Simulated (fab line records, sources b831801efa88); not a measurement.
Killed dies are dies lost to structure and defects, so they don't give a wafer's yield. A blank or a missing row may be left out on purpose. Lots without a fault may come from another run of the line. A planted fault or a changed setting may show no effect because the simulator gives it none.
fab line records | flow sfq_line
record lots=6 wafers=18 last_day=92
route steps=325 shown L0V@17 M0@28 I0@43 M1@58 M8@325
lots that met no fault: from a run of the same line without faults
start_h: hours from the record's first day to the start of the lot's first wafer shown | wait_h: hours since the lot's step before | " the same as in the row above | L1.1+2: a row that stands for several wafers | - no value, or no start given | * or withheld: withheld | < > ~ a bound
route shown NAME@n: a module of which the file shows steps, and the number in the route of the first | usual: mean/standard deviation of fault-free wafers | same: alike in all rows | chamber/n: place in a boat | sites: the reading at each site | _std_site: their standard deviation | _edge_site: outer sites' mean less inner sites' | radius_mm: how far each site lies from the wafer's centre | mask NAME#n: copy n | behind: the tool/chamber that last shaped the wafer | hold: why the lot was held/for how many hours/how that ended | device: the transistor (n, p or np) that didn't switch | end of line: the same wafers' tests at the end of the route | a step without rows: its recipe alone | killed: dies lost to structure and defects at the first sort, not the wafer's yield | map: a wafer's dies, x killed, . not, _ none there
set.NAME: the setting as run; set.NAME@STEP: as run at that earlier step | model.NAME: the simulator's own value behind a step, which no gauge read
lots at some steps of the route; a table a step, a row a wafer
services: from which hour (start_h, from the record's first day; less than 0 if before it) a tool's chamber was out of use, for how many hours, and why
## steps
# step SFQ_TRILAYER_L0_VIA_LITHO_COAT_018
# recipe resist=BARC spin_rpm=3000 resist_thk_nm=62
# step SFQ_TRILAYER_L0_VIA_LITHO_COAT_013
# recipe resist=KrF spin_rpm=3000 resist_thk_nm=650
# step SFQ_TRILAYER_L0_VIA_LITHO_SOFTBAKE_017
# recipe temp_c=withheld time_s=withheld resist=KrF
# step SFQ_TRILAYER_L0_VIA_LITHO_EXPOSE_014
# recipe mask_id=L0V na=0.6 source_shape=conventional sigma_outer=0.65 target_cd_nm=700 dose_mj=21.3
# step SFQ_TRILAYER_L0_VIA_LITHO_PEB_016
# recipe peb_temp_c=115 peb_time_s=60 resist=KrF
# step SFQ_TRILAYER_L0_VIA_LITHO_DEVELOP_015
# recipe time_s=60 resist=KrF
# step SFQ_L0V_OVL_MEAS_903
# usual L0V_OVL=0/5.8
# columns lot.wafer tool chamber start_h wait_h L0V_OVL[nm]
L717.2 overlay-01 - 171.73 0.1 4
L717.5 " - " " -3
L717.6 " - " " 0
L718.2 overlay-02 - 178.93 0.1 -1
L718.5 " - " " 3
L718.6 " - " " -5
L721.1 overlay-02 - 192.12 0.1 1
L721.5 " - " " -5
L721.6 " - " " -1
L723.1 overlay-01 - 211.46 0.1 -4
L723.2 " - " " -3
L723.6 " - " " -1
L724.1 overlay-01 - 213.86 0.1 -6
L724.5 " - " " -7
L724.6 " - " " -7
L733.4 overlay-02 - 289.12 0.1 0
L733.5 " - " " -9
L733.6 " - " " -8
# step SFQ_TRILAYER_L0_VIA_BARC_OPEN_VIA_ETCH_021
# recipe mask_material=PR chemistry=O2 target_depth_nm=125 target=BARC source_w=500 bias_w=80 pressure_mtorr=30 time_s=41.7
# step SFQ_TRILAYER_L0_VIA_ETCH_VIA_ETCH_016
# recipe target=SiO2 stop_on=MoNx_KI mask_material=PR chemistry=CHF3 target_depth_nm=80 source_w=500 bias_w=80 pressure_mtorr=30 time_s=withheld
# usual drypump_motor_current_A=5.8/0.4 oes_product_au=0.844/0.0072
# columns lot.wafer tool chamber start_h wait_h drypump_motor_current_A oes_product_au
L717.2 rie_diel-04 2 171.80 0.0 5.4 0.829
L717.5 " 2 " " 5.4 0.848
L717.6 " 3 " " 6.4 0.849
L718.2 rie_diel-04 2 179.00 0.0 5.4 0.845
L718.5 " 3 " " 6.4 0.846
L718.6 " 0 " " 5.8 0.842
L721.1 rie_diel-02 2 192.20 0.0 5.6 0.836
L721.5 " 0 " " 6.2 0.849
L721.6 " 3 " " 6.1 0.846
L723.1 rie_diel-02 1 211.54 0.0 5.8 0.832
L723.2 " 3 " " 6.1 0.835
L723.6 " 1 " " 5.8 0.838
L724.1 rie_diel-04 2 213.94 0.0 5.4 0.841
L724.5 " 2 " " 5.4 0.845
L724.6 " 3 " " 6.3 0.856
L733.4 rie_diel-02 1 289.17 0.0 5.8 0.844
L733.5 " 2 " " 5.6 0.846
L733.6 " 3 " " 6.2 0.849
# step SFQ_TRILAYER_L0_VIA_STRIP_STRIP_017
# recipe gas=O2 power_w=200 platen_temp_c=40 overash_fraction=0.65 chemistry=O2 pressure_mtorr=50
# step SFQ_TRILAYER_L0_VIA_STRIP_SOLV_CLEAN_018
# recipe chemistry=NMP temp_c=70 time_s=600
# step SFQ_TRILAYER_M0_DEP_PRE_CLEAN_020
# recipe gas=Ar time_s=15 bias_v=250
# step SFQ_TRILAYER_M0_DEP_SPUTTER_019
# recipe material=Nb base_pressure_pa=1.33e-06 chamber_pressure_pa=0.1333 substrate_temp_c=20 resputter_cathode_voltage_v=400 target_thk_nm=200 power_w=2000 time_s=133.3
# usual throttle_valve_pct=29.9/0.9
# columns lot.wafer tool chamber start_h wait_h throttle_valve_pct model.Nb_of_TRILAYER_M0_DEP_SPUTTER_019.thk_nm
L717.2 pvd_sputter-05 - 172.64 0.0 30.9 202.9
L717.5 " - " " 30.6 203.4
L717.6 " - " " 29.5 203
L718.2 pvd_sputter-05 - 179.84 0.0 30.5 199
L718.5 " - " " 30.2 199.6
L718.6 " - " " 29.2 201.4
L721.1 pvd_sputter-06 - 193.04 0.0 29.7 201.8
L721.5 " - " " 29.9 174.5
L721.6 " - " " 28.2 173.3
L723.1 pvd_sputter-06 - 212.40 0.0 28.4 197.7
L723.2 " - " " 29.9 199
L723.6 " - " " 30.7 174.1
L724.1 pvd_sputter-05 - 214.80 0.0 30.9 199.7
L724.5 " - " " 29.2 199.3
L724.6 " - " " 30.2 201
L733.4 pvd_sputter-05 - 290.02 0.0 29.2 199.8
L733.5 " - " " 29.3 198.2
L733.6 " - " " 30.4 198.5
# step SFQ_M0_RS_MEAS_904
# recipe thk_meas_gauge=four-point-probe reads=Nb_of_TRILAYER_M0_DEP_SPUTTER_019
# usual M0_NB_RS=0.891/0.008
# columns lot.wafer tool chamber start_h wait_h hold M0_NB_RS[ohm/sq]
L717.2 film_metro-03 - 172.75 0.1 - 0.876
L717.5 " - " " - 0.874
L717.6 " - " " - 0.876
L718.2 film_metro-02 - 179.95 0.1 - 0.894
L718.5 " - " " - 0.892
L718.6 " - " " - 0.881
L721.1 film_metro-01 - 193.13 0.0 await_dispo/0.2h/release 0.884
L721.5 " - " " await_dispo/0.2h/release 1.021
L721.6 " - " " await_dispo/0.2h/release 1.027
L721.1 film_metro-01 - 193.42 0.3 - 0.882
L721.5 " - " " - 1.021
L721.6 " - " " - 1.029
L723.1 film_metro-01 - 212.49 0.0 await_dispo/0.2h/release 0.900
L723.2 " - " " await_dispo/0.2h/release 0.894
L723.6 " - " " await_dispo/0.2h/release 1.023
L723.1 film_metro-01 - 212.78 0.3 - 0.901
L723.2 " - " " - 0.894
L723.6 " - " " - 1.023
L724.1 film_metro-02 - 214.89 0.0 - 0.891
L724.5 " - " " - 0.893
L724.6 " - " " - 0.886
L733.4 film_metro-01 - 290.17 0.1 - 0.890
L733.5 " - " " - 0.897
L733.6 " - " " - 0.895
# step SFQ_TRILAYER_M0_LITHO_COAT_021
# recipe resist=KrF spin_rpm=3000 resist_thk_nm=600
# step SFQ_TRILAYER_M0_LITHO_SOFTBAKE_025
# recipe temp_c=withheld time_s=withheld resist=KrF
# step SFQ_TRILAYER_M0_LITHO_EXPOSE_022
# recipe mask_id=M0 na=0.6 source_shape=conventional sigma_outer=0.65 target_cd_nm=500 dose_mj=14.4
# step SFQ_TRILAYER_M0_LITHO_PEB_024
# recipe peb_temp_c=115 peb_time_s=60 resist=KrF
# step SFQ_TRILAYER_M0_LITHO_DEVELOP_023
# recipe time_s=60 resist=KrF
# step SFQ_M0_OVL_MEAS_906
# usual M0_OVL=2/6
# columns lot.wafer tool chamber start_h wait_h M0_OVL[nm]
L717.2 overlay-01 - 261.87 0.1 -2
L717.5 " - " " -14
L717.6 " - " " 1
L718.2 overlay-02 - 272.67 0.1 5
L718.5 " - " " -1
L718.6 " - " " 5
L721.1 overlay-01 - 292.70 0.1 -3
L721.5 " - " " -4
L721.6 " - " " -10
L723.1 overlay-02 - 308.30 0.1 -2
L723.2 " - " " 2
L723.6 " - " " 2
L724.1 overlay-01 - 310.70 0.1 8
L724.5 " - " " 7
L724.6 " - " " 5
L733.4 overlay-02 - 425.25 0.1 0
L733.5 " - " " -3
L733.6 " - " " -1
# step SFQ_TRILAYER_M0_BARC_OPEN_METAL_ETCH_031
# recipe mask_material=PR chemistry=O2 target_depth_nm=125 target=BARC icp_w=600 bias_w=80 pressure_mtorr=10 time_s=41.7
# step SFQ_TRILAYER_M0_ETCH_METAL_ETCH_024
# recipe target=Nb stop_on=SiO2 mask_material=PR chemistry=Cl2/Ar target_depth_nm=240 icp_w=600 bias_w=80 pressure_mtorr=10 time_s=120
# usual drypump_motor_current_A=6.2/0.45 oes_product_au=0.893/0.0063
# columns lot.wafer tool chamber start_h wait_h drypump_motor_current_A oes_product_au rf_hours_counter_h
L717.2 rie_metal-02 1 261.96 0.0 6.8 0.904 21
L717.5 " 1 " " 6.8 0.899 -
L717.6 " 0 " " 6.4 0.906 -
L718.2 rie_metal-03 0 272.76 0.0 5.4 0.899 77
L718.5 " 1 " " 6.3 0.885 -
L718.6 " 0 " " 5.4 0.897 -
L721.1 rie_metal-02 0 292.79 0.0 6.4 0.901 137
L721.5 " 0 " " 6.4 0.822 -
L721.6 " 1 " " 6.8 0.827 -
L723.1 rie_metal-03 1 308.45 0.1 6.3 0.880 32
L723.2 " 1 " " 6.3 0.895 -
L723.6 " 1 " " 6.3 0.834 -
L724.1 rie_metal-02 1 310.79 0.0 6.8 0.896 28
L724.5 " 1 " " 6.8 0.896 -
L724.6 " 0 " " 6.4 0.889 -
L733.4 rie_metal-04 1 425.37 0.1 6.3 0.893 -
L733.5 " 1 " " 6.3 0.892 -
L733.6 " 0 " " 5.7 0.894 -
# step SFQ_TRILAYER_M0_STRIP_STRIP_025
# recipe gas=O2 power_w=200 platen_temp_c=40 overash_fraction=0.65 chemistry=O2 pressure_mtorr=50
# step SFQ_TRILAYER_M0_STRIP_SOLV_CLEAN_026
# recipe chemistry=NMP temp_c=70 time_s=600
# step SFQ_TRILAYER_I0_DEP_PECVD_027
# recipe material=SiO2 temp_c=150 time_s=111.11 pressure_torr=2.4 rf_w=183.3 precursor=SiH4/N2O target_thk_nm=500
# usual heater_power_w=81/11 throttle_valve_pct=24.7/1.2
# columns lot.wafer tool chamber start_h wait_h heater_power_w throttle_valve_pct
L717.2 pecvd-02 0 262.86 0.0 101 23.8
L717.5 " 0 " " 102 23.3
L717.6 " 2 " " 60 22.9
L718.2 pecvd-02 2 273.66 0.0 75 22.8
L718.5 " 2 " " 76 23.0
L718.6 " 0 " " 101 23.8
L721.1 pecvd-04 0 293.69 0.0 83 25.6
L721.5 " 2 " " 77 26.3
L721.6 " 1 " " 76 25.2
L723.1 pecvd-03 0 310.08 0.0 102 25.2
L723.2 " 2 " " 77 23.1
L723.6 " 1 " " 78 23.5
L724.1 pecvd-04 1 311.69 0.0 79 25.0
L724.5 " 2 " " 77 26.6
L724.6 " 1 " " 82 25.2
L733.4 pecvd-02 1 426.27 0.0 57 24.5
L733.5 " 0 " " 98 24.6
L733.6 " 2 " " 73 23.1
# step SFQ_TRILAYER_I0_CMP_CMP_028
# recipe material=SiO2 down_force_psi=3 platen_rpm=60 pad_velocity_m_s=0.94248
# usual motor_current_A=10.5/1.2 time_to_endpoint_s=216/6.7
# columns lot.wafer tool chamber start_h wait_h motor_current_A time_to_endpoint_s
L717.2 cmp-01 0 268.26 5.4 10.5 215
L717.6 " 1 " " 10.8 237
L717.5 " 2 " " 11.5 223
L718.2 cmp-02 2 278.58 4.9 9.9 226
L718.6 " 0 279.58 5.8 12.5 224
L718.5 " 1 " " 9.7 224
L721.1 cmp-01 1 295.27 1.5 11.4 210
L721.5 " 2 " " 11.5 217
L721.6 " 3 " " 9.1 212
L723.1 cmp-01 1 310.16 0.0 11.0 210
L723.2 " 2 " " 11.2 211
L723.6 " 1 312.16 2.0 10.7 214
L724.1 cmp-02 2 312.77 1.0 10.1 218
L724.6 " 0 313.77 2.0 12.8 215
L724.5 " 1 " " 9.8 221
L733.4 cmp-02 0 428.41 2.1 12.9 220
L733.6 " 1 " " 9.2 223
L733.5 " 2 " " 9.6 223
# step SFQ_I0_BOW_MEAS_907
# recipe mode=bow
# usual I0_BOW=1/7.2
# columns lot.wafer tool chamber start_h wait_h I0_BOW[um]
L717.2 film_metro-03 - 269.78 1.0 -5
L717.5 " - " " -9
L717.6 " - " " -3
L718.2 film_metro-04 - 280.60 1.5 -6
L718.5 " - " " -9
L718.6 " - " " 0
L721.1 film_metro-02 - 296.77 1.0 -6
L721.5 " - " " 2
L721.6 " - " " -9
L723.1 film_metro-04 - 313.16 2.5 -10
L723.2 " - " " 12
L723.6 " - " " -3
L724.1 film_metro-02 - 314.77 1.5 -1
L724.5 " - " " 5
L724.6 " - " " 12
L733.4 film_metro-03 - 429.97 1.1 -2
L733.5 " - " " 5
L733.6 " - " " 0
# step SFQ_TRILAYER_I0_METRO_MEASURE_029
# step SFQ_TRILAYER_I0_VIA_LITHO_COAT_036
# recipe resist=BARC spin_rpm=3000 resist_thk_nm=62
# step SFQ_TRILAYER_I0_VIA_LITHO_COAT_031
# recipe resist=KrF spin_rpm=3000 resist_thk_nm=650
# step SFQ_TRILAYER_I0_VIA_LITHO_SOFTBAKE_035
# recipe temp_c=withheld time_s=withheld resist=KrF
# step SFQ_TRILAYER_I0_VIA_LITHO_EXPOSE_032
# recipe mask_id=I0 na=0.6 source_shape=conventional sigma_outer=0.65 target_cd_nm=500 dose_mj=21.3
# step SFQ_TRILAYER_I0_VIA_LITHO_PEB_034
# recipe peb_temp_c=115 peb_time_s=60 resist=KrF
# step SFQ_TRILAYER_I0_VIA_LITHO_DEVELOP_033
# recipe time_s=60 resist=KrF
# step SFQ_I0_OVL_MEAS_908
# usual I0_OVL=3/5
# columns lot.wafer tool chamber start_h wait_h I0_OVL[nm]
L717.2 overlay-02 - 379.80 0.1 16
L717.5 " - " " 0
L717.6 " - " " 11
L718.2 overlay-02 - 408.60 0.1 6
L718.5 " - " " 5
L718.6 " - " " 1
L721.1 overlay-02 - 440.56 0.1 12
L721.5 " - " " 11
L721.6 " - " " 10
L723.1 overlay-01 - 457.49 0.1 -5
L723.2 " - " " -3
L723.6 " - " " -4
L724.1 overlay-01 - 460.42 0.1 -3
L724.5 " - " " 3
L724.6 " - " " 3
L733.4 overlay-01 - 591.37 0.1 6
L733.5 " - " " 2
L733.6 " - " " 1
# step SFQ_TRILAYER_I0_VIA_BARC_OPEN_VIA_ETCH_046
# recipe mask_material=PR chemistry=O2 target_depth_nm=125 target=BARC source_w=500 bias_w=80 pressure_mtorr=30 time_s=41.7
# step SFQ_TRILAYER_I0_VIA_ETCH_VIA_ETCH_034
# recipe target=SiO2 stop_on=Nb mask_material=PR taper_deg=20 chemistry=CHF3 target_depth_nm=260 source_w=500 bias_w=80 pressure_mtorr=30 time_s=withheld
# usual drypump_motor_current_A=5.9/0.51 oes_product_au=0.855/0.0045
# columns lot.wafer tool chamber start_h wait_h drypump_motor_current_A oes_product_au
L717.2 rie_diel-02 0 379.87 0.0 6.3 0.853
L717.5 " 3 " " 6.2 0.858
L717.6 " 2 " " 5.7 0.851
L718.2 rie_diel-02 1 408.69 0.0 5.8 0.855
L718.5 " 0 " " 6.2 0.854
L718.6 " 1 " " 5.8 0.849
L721.1 rie_diel-01 1 440.64 0.0 6.2 0.853
L721.5 " 1 " " 6.2 0.857
L721.6 " 0 " " 5.8 0.853
L723.1 rie_diel-02 0 457.57 0.0 6.2 0.849
L723.2 " 2 " " 5.6 0.849
L723.6 " 1 " " 5.8 0.847
L724.1 rie_diel-01 1 460.50 0.0 6.2 0.848
L724.5 " 3 " " 6.6 0.856
L724.6 " 2 " " 5.1 0.855
L733.4 rie_diel-01 1 591.43 0.0 6.2 0.865
L733.5 " 1 " " 6.2 0.853
L733.6 " 0 " " 5.8 0.854
# step SFQ_TRILAYER_I0_VIA_STRIP_STRIP_035
# recipe gas=O2 power_w=200 platen_temp_c=40 overash_fraction=0.65 chemistry=O2 pressure_mtorr=50
# usual drypump_motor_current_A=6.2/0.44 oes_product_au=1.000/0.0076
# columns lot.wafer tool chamber start_h wait_h drypump_motor_current_A oes_product_au rf_hours_counter_h
L717.2 rie_metal-01 1 379.98 - 5.9 1.009 123
L717.5 " 1 " " 5.9 1.003 -
L717.6 " 0 " " 5.7 0.999 -
L718.2 rie_metal-02 0 408.86 - 6.4 0.992 150
L718.5 " 0 " " 6.4 0.992 -
L718.6 " 1 " " 6.8 1.008 -
L721.1 rie_metal-02 0 440.75 - 6.4 1.005 154
L721.5 " 1 " " 6.8 1.007 -
L721.6 " 0 " " 6.4 1.007 -
L723.1 rie_metal-01 1 457.68 - 5.9 0.995 132
L723.2 " 0 " " 5.7 0.988 42
L723.6 " 0 " " 5.8 0.994 -
L724.1 rie_metal-01 0 460.61 - 5.8 0.996 43
L724.5 " 1 " " 5.9 0.995 -
L724.6 " 0 " " 5.7 0.993 -
L733.4 rie_metal-02 0 591.74 - 6.4 1.006 -
L733.5 " 0 " " 6.4 0.995 -
L733.6 " 1 " " 6.8 1.000 -
# step SFQ_TRILAYER_I0_VIA_STRIP_SOLV_CLEAN_036
# recipe chemistry=NMP temp_c=70 time_s=600
# step SFQ_TRILAYER_M1_DEP_PRE_CLEAN_038
# recipe gas=Ar time_s=22.5 bias_v=250
# step SFQ_M8_BOW_MEAS_951
# recipe mode=bow
# usual M8_BOW=8/12
# columns lot.wafer tool chamber start_h wait_h M8_BOW[um] model.etest.m0.ohm_um model.etest.i0.link_ohm model.etest.m0.ohm_sq
L717.2 film_metro-03 - 2125.69 0.0 -6 1.755 1.96 0.8769
L717.5 " - " " -12 1.75 1.954 0.8746
L717.6 " - " " -5 1.749 1.967 0.8764
L718.2 film_metro-02 - 2131.69 0.0 -6 1.782 1.973 0.8941
L718.5 " - " " -9 1.779 1.965 0.8915
L718.6 " - " " -1 1.763 1.967 0.8835
L721.1 film_metro-03 - 2140.19 0.0 -1 1.764 1.955 0.8818
L721.5 " - " " 7 2.048 2.084 1.02
L721.6 " - " " -4 2.058 2.102 1.027
L723.1 film_metro-03 - 2146.19 0.0 20 1.794 1.975 0.8999
L723.2 " - " " 42 1.786 1.957 0.8939
L723.6 " - " " 25 2.034 2.08 1.022
L724.1 film_metro-03 - 2150.99 0.0 -2 1.772 1.962 0.8907
L724.5 " - " " 4 1.776 1.967 0.8929
L724.6 " - " " 12 1.765 1.952 0.8853
L733.4 film_metro-04 - 2214.27 0.1 -3 1.779 1.958 0.8904
L733.5 " - " " 4 1.801 1.949 0.8976
L733.6 " - " " 0 1.8 1.953 0.8963
## services
# columns tool chamber start_h hours kind
cmp-02 - 165.30 3.0 repair
cmp-01 - 178.00 1.1 repair
rie_diel-01 - 189.11 0.2 repair
pecvd-02 - 194.25 14.0 pm
rie_diel-04 - 201.55 4.3 pm
cmp-02 - 210.49 0.5 repair
cmp-01 - 218.28 1.1 repair
pecvd-02 - 226.66 1.4 repair
cmp-02 - 232.06 4.0 pm
rie_diel-04 0 236.49 2.2 repair
rie_diel-04 3 239.77 9.3 repair
rie_diel-04 - 259.37 1.1 repair
cmp-02 - 261.66 0.3 repair
rie_diel-04 0 292.23 2.4 repair
pecvd-02 - 295.71 2.5 repair
rie_diel-04 1 304.55 6.9 repair
rie_diel-02 - 318.45 2.8 pm
rie_diel-02 2 362.16 11.5 repair
rie_diel-02 3 398.24 16.2 repair
rie_diel-02 2 407.33 9.0 repair
rie_diel-02 3 425.43 3.4 repair
rie_diel-02 - 427.02 28.1 pm
rie_diel-02 1 495.68 6.3 repair
pvd_sputter-05 - 589.35 1.8 repair
## key
first_sign step=SFQ_M0_RS_MEAS_904 reading=visit direction=added
effect step=SFQ_M0_RS_MEAS_904 reading=M0_NB_RS direction=up sigmas=16 usual=0.891 struck=1.024
effect step=SFQ_TRILAYER_M0_ETCH_METAL_ETCH_024 reading=oes_product_au direction=down sigmas=10 usual=0.893 struck=0.828
model_effect step=SFQ_TRILAYER_M0_DEP_SPUTTER_019 value=Nb_of_TRILAYER_M0_DEP_SPUTTER_019.thk_nm without=199.7 struck=174
model_effect step=SFQ_M8_BOW_MEAS_951 value=etest.m0.ohm_um without=1.783 struck=2.047
met_at SFQ_TRILAYER_M0_DEP_SPUTTER_019
struck_wafers L721.5,L721.6,L723.6
fault kind=process_parameter_drift tool=pvd_sputter-06 chamber=- onset_h=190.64 steps=SFQ_TRILAYER_M0_DEP_SPUTTER_019 channel=time_s offset=* shape=step end_h=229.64 scope=struck_wafers_only acts_in=* stated=*
